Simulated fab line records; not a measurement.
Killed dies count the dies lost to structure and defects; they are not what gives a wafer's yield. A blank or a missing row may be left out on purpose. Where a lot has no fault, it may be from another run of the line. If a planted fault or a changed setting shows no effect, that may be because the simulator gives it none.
Chamber matching	flow gf180mcu	GF_V4_ETCH_16 on rie diel-03 has 4 sister chambers
The step etches BARC in N2/H2. 4 wafers are shown with their chamber, then 7 later ones without.

== EACH WAFER AND ITS CHAMBER ==
wafer	chamber	drypump motor current A (A)
L492.2	1	5.6
L496.3	0	5.6
L508.2	3	5.2
L508.3	2	6.4

== WAFERS WITH NO CHAMBER GIVEN ==
wafer	drypump motor current A (A)
L508.6	5.7
L509.4	5.6
L509.5	5.2
L509.6	5.6
L512.1	6.3
L512.2	5.2
L512.5	5.2

== THE CHAMBER EACH PASSED THROUGH ==
wafer	from the rows above	in truth
L508.6	can't be placed: 0 or 1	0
L509.4	can't be placed: 0 or 1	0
L509.5	3	3
L509.6	can't be placed: 0 or 1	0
L512.1	2	2
L512.2	3	3
L512.5	3	3
Correctly placed: 4 of 7. Not placeable from these rows: 3 (in 3, the candidates include the true chamber). Number placed wrongly: 0.
How it was worked out, from the rows above alone: a wafer's distance from a chamber is the root of the sum, over the readings, of the square of ((its reading less the chamber's mean) divided by the reading's scatter). The wafer belongs to the nearest chamber; if the next one is less than 2 further off, it can't be placed. For every chamber, the mean is computed from those of its wafers that are shown. The scatter (one wafer shown for each chamber): square how far every hidden wafer sits from the nearest shown wafer, average those squares and take the square root.
